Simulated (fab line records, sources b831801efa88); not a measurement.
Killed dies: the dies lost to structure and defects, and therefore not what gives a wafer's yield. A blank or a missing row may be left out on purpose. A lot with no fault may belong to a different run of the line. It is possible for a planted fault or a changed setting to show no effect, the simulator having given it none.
Matching of chambers -- flow gf180mcu -- cmp-02 running GF_STI_CMP_25: 4 sister chambers
The step polishes, stops on Si3N4, t overpolish 33 s, target thk 524.6 nm. 4 wafers are shown with their chamber, then 9 later ones without.

WAFERS PAIRED WITH THEIR CHAMBERS
wafer,chamber,motor_current_A (A)
L917.3,1,12.5
L922.2,2,9.8
L927.3,3,11.0
L927.6,0,12.0

WAFERS WHOSE CHAMBER IS MISSING
wafer,motor_current_A (A)
L929.1,13.6
L929.2,10.1
L929.4,12.3
L932.2,13.5
L932.3,11.0
L932.5,10.6
L934.4,10.9
L934.5,13.1
L934.6,11.7

CHAMBER TAKEN BY EACH
wafer,from the rows above,in truth
L929.1,can't be placed: 1 or 0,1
L929.2,can't be placed: 2 or 3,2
L929.4,can't be placed: 1 or 0 or 3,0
L932.2,can't be placed: 1 or 0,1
L932.3,can't be placed: 3 or 0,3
L932.5,can't be placed: 3 or 2 or 0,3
L934.4,can't be placed: 3 or 0 or 2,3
L934.5,can't be placed: 1 or 0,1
L934.6,can't be placed: 0 or 3 or 1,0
Correctly placed: 0 of 9. From these rows, 9 cannot be placed; in 9 the true chamber is one of the candidates. 0 placed wrongly.
How it was worked out, from the rows above alone: a wafer's distance from a chamber is the root of the sum, over the readings, of the square of ((its reading less the chamber's mean) divided by the reading's scatter). If the next closest chamber is less than 2 further off than the closest, the wafer can't be placed; otherwise it belongs to the closest. The mean given for a chamber averages the wafers shown for that chamber. The scatter: root of mean squared gap, hidden wafer to nearest shown wafer, with one shown wafer a chamber.
